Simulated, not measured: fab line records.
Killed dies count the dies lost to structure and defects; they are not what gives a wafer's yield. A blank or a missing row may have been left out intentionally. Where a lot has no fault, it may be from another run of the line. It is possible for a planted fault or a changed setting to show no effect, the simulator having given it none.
A lot that was struck, set against a sound lot | flow sky130 | 14 out of 708 route steps
Sound: wafers L852.3, L852.5, L852.6. Wafers struck: L859.4, L859.5, L859.6. The cause comes at the end.
For every step that has rows: the tool of each side, followed by ch and its chambers, followed by its first start. Under that, the readings that differ: sound wafers | struck wafers | difference of the means | sigmas: that difference in standard deviations of wafers without a fault.
alike: readings with means less than 2 such deviations apart, plus words and numbers identical on both sides. not compared: withheld readings, readings lacking a value on some wafer, bounds such as >300 that could conceal the same value, and numbers that have no deviation in the record and whose values overlap.
Wherever a step has rows on one side only, a row that says differs or no value, or a row with sigmas, the two part there. When numbers do not overlap yet have no deviation, they are printed without sigmas and do not part them. Lack of a reading on every wafer of one side parts them only where that side has two or more wafers.

first, 6 steps without rows for these wafers: SKY_RES_XHIGH_COAT_02 (resist thk 1140 nm); SKY_RES_XHIGH_SOFTBAKE_03 (time 60 s); SKY_RES_XHIGH_EXPOSE_04 (exposes mask URPM, target cd 1270 nm); SKY_RES_XHIGH_PEB_05; SKY_RES_XHIGH_DEVELOP_06 (develop time 60 s); SKY_RES_XHIGH_IMPLANT_07.
SKY_RES_XHIGH_STRIP_08: strips in O2/N2.
  sound on plasma-asher-01 ch 0,1, day 29 23:10; struck on plasma-asher-02 ch 0,1, day 32 05:33
  alike: drypump-motor-current-A, oes-product-au, strip-time-to-endpoint-s
  not compared: rf-hours-counter-h
SKY_RES_XHIGH_TW_MEAS_09:
  sound on film-metro-01, day 29 23:15; struck on film-metro-01, day 32 05:38
  alike: RES_XHIGH_TW
then, 4 steps without rows for these wafers: SKY_SD_N_DEHYDRATE_00 (time 60 s); SKY_SD_N_HMDS_01 (prime time 60 s); SKY_SD_N_COAT_02 (resist thk 1140 nm); SKY_SD_N_SOFTBAKE_03 (time 60 s).
SKY_SD_N_EXPOSE_04: exposes mask NSDM, target cd 380 nm.
  sound on iline-stepper-02 ch 0, day 30 13:55; struck on iline-stepper-01, day 32 19:11
  no value came back on the struck wafers for exposure-dose-mJ-cm2, focus-offset-nm (nm); on the sound wafers exposure-dose-mJ-cm2 reads 140.77 140.93 140.68
  alike: mask
following that, these wafers have no rows for 1 step: SKY_SD_N_PEB_05.

## WHERE THEY PART
Within this record, at SKY_SD_N_EXPOSE_04 only.

WHY: what the simulator had put in
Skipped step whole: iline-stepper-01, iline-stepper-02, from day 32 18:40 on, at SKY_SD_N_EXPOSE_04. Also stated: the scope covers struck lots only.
